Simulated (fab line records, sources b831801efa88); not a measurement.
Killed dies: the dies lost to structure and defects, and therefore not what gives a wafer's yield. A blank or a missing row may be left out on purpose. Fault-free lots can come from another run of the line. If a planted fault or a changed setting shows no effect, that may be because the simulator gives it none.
The tool behind it: which one? ; flow gf180mcu ; 12 lots with 36 wafers sampled at 5 steps, on a route of 602 steps

WHAT EACH GAUGE READ, for each wafer
GF_V5_RS_MEAS_24: a four-point-probe measurement.
lot;measured;on;V5_W_RS (ohm/sq)
L672;day 27 16:34;film metro-01;0.335 0.331 0.331
L674;day 28 01:47;film metro-04;0.322 0.324 0.328
L673;day 28 02:41;film metro-01;0.329 0.329 0.331
L676;day 28 18:09;film metro-01;0.332 0.332 0.333
L678;day 29 04:01;film metro-04;0.325 0.326 0.328
L679;day 29 15:55;film metro-01;0.336 0.339 0.334
L680;day 30 02:43;film metro-02;0.329 0.331 0.329
L682;day 30 09:11;film metro-02;0.328 0.333 0.331
L686;day 31 12:16;film metro-02;0.325 0.328 0.328
L690;day 32 16:06;film metro-02;0.326 0.328 0.328
L691;day 33 03:38;film metro-01;0.331 0.332 0.330
L693;day 33 11:19;film metro-01;0.327 0.329 0.331

GF_PASSIVATION_THK_MEAS_01.
lot;measured;on;PASSIVATION_CVD_00_THK (nm)
L672;day 28 13:46;film metro-01;985 1007 995
L674;day 28 22:34;film metro-01;987 984 1014
L673;day 28 23:46;film metro-04;992 987 997
L676;day 29 15:14;film metro-03;991 999 998
L678;day 30 01:10;film metro-01;991 1008 1056 991 1007 1057
L679;day 30 11:57;film metro-04;1038 1055 1012 1038 1056 1012
L680;day 30 22:38;film metro-04;1002 983 975
L682;day 31 04:31;film metro-03;1026 980 1004 1027 980 1004
L686;day 32 06:20;film metro-03;996 989 1006
L690;day 33 09:19;film metro-04;990 991 1011
L691;day 33 20:11;film metro-03;989 992 983
L693;day 34 03:39;film metro-04;1007 989 1020

EACH LOT AND THE TOOL THAT RAN IT (in order: tool; ch and the chambers of the sampled wafers; start)
lot;GF_V5_STRIP_18;GF_TOP_METAL_SPUTTER_01;GF_PASSIVATION_CVD_00
L672;plasma asher-04 ch 0,1, day 27 15:47;pvd sputter-03, day 27 17:07;pecvd-03 ch 0,1, day 28 13:41
L674;plasma asher-04 ch 0,1, day 28 01:02;pvd sputter-03, day 28 02:22;pecvd-01 ch 1,2, day 28 22:29
L673;plasma asher-01 ch 0,1, day 28 01:54;pvd sputter-01, day 28 03:14;pecvd-01 ch 1,2, day 28 23:40
L676;plasma asher-04 ch 0,1, day 28 17:23;pvd sputter-01, day 28 18:43;pecvd-03 ch 0,1, day 29 15:08
L678;plasma asher-01 ch 0,1, day 29 02:56;pvd sputter-04, day 29 04:36;pecvd-03 ch 0,2, day 30 01:05
L679;plasma asher-01 ch 0,1, day 29 15:04;pvd sputter-01, day 29 16:27;pecvd-03 ch 0,2, day 30 11:51
L680;plasma asher-01 ch 0,1, day 30 01:30;pvd sputter-04, day 30 03:18;pecvd-01 ch 0,1,2, day 30 22:33
L682;plasma asher-04 ch 0,1, day 30 08:02;pvd sputter-04, day 30 09:46;pecvd-03 ch 0,1,2, day 31 04:26
L686;plasma asher-03 ch 0,1, day 31 11:32;pvd sputter-04, day 31 12:51;pecvd-04 ch 0,2, day 32 06:13
L690;plasma asher-01 ch 0,1, day 32 15:20;pvd sputter-04, day 32 16:40;pecvd-03 ch 0,1,2, day 33 09:13
L691;plasma asher-03 ch 0,1, day 33 02:53;pvd sputter-01, day 33 04:13;pecvd-01 ch 0,1,2, day 33 20:06
L693;plasma asher-04 ch 0,1, day 33 10:32;pvd sputter-04, day 33 11:53;pecvd-03 ch 0,1,2, day 34 03:34
- GF_V5_STRIP_18: strips in O2/N2.
- GF_TOP_METAL_SPUTTER_01: material TiN, target thk 30 nm, time 25 s.
- GF_PASSIVATION_CVD_00: deposits SiO2 from TEOS, target thk 1000 nm, time 111.95 s.

WHAT THE TOOLS THEMSELVES READ (means of the sampled wafers that have a number; where no wafer has one, the mark that the record gives instead)
GF_V5_STRIP_18.
lot;tool;drypump motor current A (A);heater power w (W);oes product au (a.u.)
L672;plasma asher-04;5.1;353;0.572
L674;plasma asher-04;5.4;310;0.570
L673;plasma asher-01;5.5;334;0.563
L676;plasma asher-04;5.4;308;0.575
L678;plasma asher-01;5.5;336;0.566
L679;plasma asher-01;5.5;334;0.569
L680;plasma asher-01;5.5;331;0.566
L682;plasma asher-04;5.4;309;0.568
L686;plasma asher-03;5.9;331;0.566
L690;plasma asher-01;5.6;318;0.568
L691;plasma asher-03;5.9;325;0.565
L693;plasma asher-04;5.4;321;0.573

GF_TOP_METAL_SPUTTER_01.
lot;tool;cathode dc power W (W);throttle valve pct (%)
L672;pvd sputter-03;6499.7;30.5
L674;pvd sputter-03;6499.6;30.8
L673;pvd sputter-01;6499.9;30.7
L676;pvd sputter-01;6500.9;30.3
L678;pvd sputter-04;6499.6;29.0
L679;pvd sputter-01;6501.1;30.6
L680;pvd sputter-04;6500.8;29.8
L682;pvd sputter-04;6498.9;28.7
L686;pvd sputter-04;6501.6;28.7
L690;pvd sputter-04;6501.1;28.6
L691;pvd sputter-01;6500.9;30.9
L693;pvd sputter-04;6500.4;28.0

GF_PASSIVATION_CVD_00.
lot;tool;heater power w (W);run length s (s)
L672;pecvd-03;587;140.0
L674;pecvd-01;622;140.0
L673;pecvd-01;624;139.7
L676;pecvd-03;646;139.5
L678;pecvd-03;618;141.9
L679;pecvd-03;567;144.1
L680;pecvd-01;681;139.8
L682;pecvd-03;574;141.3
L686;pecvd-04;636;140.1
L690;pecvd-03;570;139.8
L691;pecvd-01;689;139.7
L693;pecvd-03;640;139.8

THE ANSWER, worked out from the rows above alone
Rule: the usual values come from the lots themselves. Put in order of their means at a reading, lots are off if they are a third of the lots or fewer, leave a main group of 4 or more, and stand apart from it by a gap of 3 or more times the standard deviation of the main group's means; of several such gaps the widest counts. If all means in a main group match to the digits the tables above print for the reading, that group is not used. Also off: a lot with no number at a reading for which 4 or more lots have one. Any other lot the step has rows for is counted as sound. After the gauges, taken in route order, come the tools' own readings; for these a lot's mean is taken, as printed above. The first step at which some lot is off is used, and at that step the reading that is off furthest; a lot without a number counts as furthest.
Off: L678, L679, L682 (GF_PASSIVATION_CVD_00, run length s). The main group has a mean of 139.8 s with a standard deviation of 0.17.
A tool fits if, at that step or a process step before it, it ran every lot that is off, and no sound lot after the first of them. No candidate that was tried fits.

WHAT THE SIMULATOR HAD PUT IN
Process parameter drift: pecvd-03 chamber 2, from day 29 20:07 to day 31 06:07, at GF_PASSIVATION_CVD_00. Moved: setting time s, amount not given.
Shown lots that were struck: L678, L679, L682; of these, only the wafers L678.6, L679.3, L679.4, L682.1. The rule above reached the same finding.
